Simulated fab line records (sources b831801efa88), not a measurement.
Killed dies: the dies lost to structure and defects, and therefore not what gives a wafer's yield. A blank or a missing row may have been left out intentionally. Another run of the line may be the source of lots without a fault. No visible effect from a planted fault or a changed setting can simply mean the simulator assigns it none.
Chamber matching    flow sky130    SKY_LI_CONTACT_CMP_02 on cmp-02: 4 sister chambers
The step polishes PSG. 4 wafers are shown with their chamber, then 8 later ones without.

## WAFERS WITH THEIR CHAMBER
wafer   chamber  motorCurrentA (A)
L775.3  3        9.0
L777.1  2        12.6
L777.5  1        11.6
L776.1  0        11.5

## WAFERS MISSING THEIR CHAMBER
wafer   motorCurrentA (A)
L776.2  9.3
L776.5  13.5
L790.1  9.2
L790.2  11.8
L790.5  12.4
L791.3  12.6
L791.5  13.6
L791.6  11.1

## CHAMBER TAKEN BY EACH
wafer   from the rows above           in truth
L776.2  3                             3
L776.5  can't be placed: 2 or 1       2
L790.1  3                             3
L790.2  can't be placed: 1 or 0 or 2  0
L790.5  can't be placed: 2 or 1 or 0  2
L791.3  can't be placed: 2 or 1       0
L791.5  can't be placed: 2 or 1       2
L791.6  can't be placed: 0 or 1       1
Correctly placed: 2 of 8. Not placeable from these rows: 6 (in 5, the candidates include the true chamber). 0 placed wrongly.
How it was worked out, from the rows above alone: a wafer's distance from a chamber is the root of the sum, over the readings, of the square of ((its reading less the chamber's mean) divided by the reading's scatter). If the next closest chamber is less than 2 further off than the closest, the wafer can't be placed; otherwise it belongs to the closest. Each chamber's mean is taken over the wafers shown for it. The scatter: root of mean squared gap, hidden wafer to nearest shown wafer, with one shown wafer a chamber.
